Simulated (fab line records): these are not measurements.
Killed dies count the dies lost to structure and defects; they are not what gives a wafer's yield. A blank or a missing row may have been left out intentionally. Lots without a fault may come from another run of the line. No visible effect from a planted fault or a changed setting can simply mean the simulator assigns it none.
Chamber matching :: flow gf180mcu :: 3 sister chambers for GF_MIM_CVD_05 on pecvd-02
The step deposits Si3N4, target thk 42 nm, time 29.086 s. 6 wafers are shown with their chamber, then 7 later ones without.

== WAFERS WITH THEIR CHAMBER ==
wafer: L210.4
chamber: 0
heaterPowerW (W): 639

wafer: L216.1
chamber: 0
heaterPowerW (W): 648

wafer: L216.2
chamber: 2
heaterPowerW (W): 633

wafer: L216.4
chamber: 2
heaterPowerW (W): 517

wafer: L225.3
chamber: 1
heaterPowerW (W): 680

wafer: L225.4
chamber: 1
heaterPowerW (W): 681

== WAFERS WHOSE CHAMBER IS MISSING ==
wafer: L225.5
heaterPowerW (W): 588

wafer: L226.1
heaterPowerW (W): 690

wafer: L226.2
heaterPowerW (W): 762

wafer: L226.4
heaterPowerW (W): 508

wafer: L227.1
heaterPowerW (W): 747

wafer: L227.2
heaterPowerW (W): 697

wafer: L227.4
heaterPowerW (W): 607

== CHAMBER TAKEN BY EACH ==
wafer: L225.5
from the rows above: can't be placed: 2 or 0 or 1
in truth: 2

wafer: L226.1
from the rows above: can't be placed: 1 or 0
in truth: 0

wafer: L226.2
from the rows above: can't be placed: 1 or 0
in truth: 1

wafer: L226.4
from the rows above: can't be placed: 2 or 0
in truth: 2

wafer: L227.1
from the rows above: can't be placed: 1 or 0
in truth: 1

wafer: L227.2
from the rows above: can't be placed: 1 or 0
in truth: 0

wafer: L227.4
from the rows above: can't be placed: 2 or 0 or 1
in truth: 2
Correctly placed: 0 of 7. These rows do not allow placing 7 (true chamber among the candidates in 7). Placed wrongly: 0.
How it was worked out, from the rows above alone: a wafer's distance from a chamber is the root of the sum, over the readings, of the square of ((its reading less the chamber's mean) divided by the reading's scatter). If the next closest chamber is less than 2 further off than the closest, the wafer can't be placed; otherwise it belongs to the closest. The mean given for a chamber averages the wafers shown for that chamber. The scatter is the square root of a quotient: the sum, over the shown wafers, of each reading's squared deviation from its chamber's mean, divided by wafers minus chambers.
